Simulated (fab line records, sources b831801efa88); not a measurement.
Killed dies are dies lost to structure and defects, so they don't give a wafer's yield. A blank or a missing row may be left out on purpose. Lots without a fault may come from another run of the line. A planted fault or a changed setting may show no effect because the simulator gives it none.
fab line records | flow sfq_line
record lots=14 wafers=42 last_day=82
route steps=325 shown M7@286
lots that met no fault: from a run of the same line without faults
start_h: hours from the record's first day to the start of the lot's first wafer shown | wait_h: hours since the lot's step before | " the same as in the row above | L1.1+2: a row that stands for several wafers | - no value, or no start given | * or withheld: withheld | < > ~ a bound
route shown NAME@n: a module of which the file shows steps, and the number in the route of the first | usual: mean/standard deviation of fault-free wafers | same: alike in all rows | chamber/n: place in a boat | sites: the reading at each site | _std_site: their standard deviation | _edge_site: outer sites' mean less inner sites' | radius_mm: how far each site lies from the wafer's centre | mask NAME#n: copy n | behind: the tool/chamber that last shaped the wafer | hold: why the lot was held/for how many hours/how that ended | device: the transistor (n, p or np) that didn't switch | end of line: the same wafers' tests at the end of the route | a step without rows: its recipe alone | killed: dies lost to structure and defects at the first sort, not the wafer's yield | map: a wafer's dies, x killed, . not, _ none there
set.NAME: the setting as run; set.NAME@STEP: as run at that earlier step | model.NAME: the simulator's own value behind a step, which no gauge read
steps of the route over a sample of lots; a table a step, a row a wafer
## steps
# step SFQ_TRILAYER_M7_LITHO_COAT_177
# recipe resist=KrF spin_rpm=3000 resist_thk_nm=600
# usual spin_speed_rpm=3000.0/1.8
# columns lot.wafer tool chamber start_h wait_h spin_speed_rpm
L504.2 litho_track-01 0 1638.58 0.2 3000.9
L504.4 " 0 " " 3004.4
L504.6 " 0 " " 3003.9
L505.3 litho_track-01 0 1663.83 0.2 2998.5
L505.4 " 0 " " 2997.7
L505.6 " 0 " " 3001.7
L506.1 litho_track-01 0 1666.13 0.2 3152.8
L506.2 " 0 " " 3157.5
L506.6 " 0 " " 3156.7
L507.4 litho_track-04 0 1669.88 0.2 3002.1
L507.5 " 0 " " 3000.4
L507.6 " 0 " " 2997.3
L513.2 litho_track-01 0 1701.82 0.2 3153.0
L513.5 " 0 " " 3155.3
L513.6 " 0 " " 3153.1
L514.1 litho_track-04 0 1729.17 0.2 3000.0
L514.3 " 0 " " 3001.8
L514.4 " 0 " " 3000.6
L515.3 litho_track-03 0 1732.87 0.2 2998.9
L515.4 " 0 " " 2999.9
L515.5 " 0 " " 2999.7
L518.1 litho_track-04 0 1737.58 0.2 2998.7
L518.5 " 0 " " 3000.7
L518.6 " 0 " " 3000.9
L519.3 litho_track-04 0 1747.26 0.2 2998.3
L519.5 " 0 " " 3000.5
L519.6 " 0 " " 2998.7
L520.1 litho_track-01 0 1754.36 0.2 3001.6
L520.2 " 0 " " 3002.0
L520.3 " 0 " " 3002.5
L521.1 litho_track-04 0 1758.13 0.2 2997.3
L521.5 " 0 " " 2999.6
L521.6 " 0 " " 2996.3
L522.1 litho_track-03 0 1784.01 0.2 2998.3
L522.3 " 0 " " 3000.6
L522.5 " 0 " " 2999.6
L524.2 litho_track-01 0 1793.66 0.2 2995.8
L524.4 " 0 " " 2999.0
L524.6 " 0 " " 2997.5
L525.2 litho_track-01 0 1797.89 0.2 2999.4
L525.3 " 0 " " 2999.0
L525.4 " 0 " " 3000.4
## key
first_sign step=SFQ_TRILAYER_M7_LITHO_COAT_177 reading=spin_speed_rpm direction=up sigmas=87 usual=3000.0 struck=3154.7
effect none on later readings
met_at SFQ_TRILAYER_M7_LITHO_COAT_177
struck_lots L506,L513
onset_between 1663.83 1666.13
fault kind=process_parameter_drift tool=litho_track-01 chamber=- onset_h=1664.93 steps=SFQ_TRILAYER_M7_LITHO_COAT_177 channel=spin_rpm offset=156.5 shape=step end_h=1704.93 acts_in=these_recipes_only stated=3000
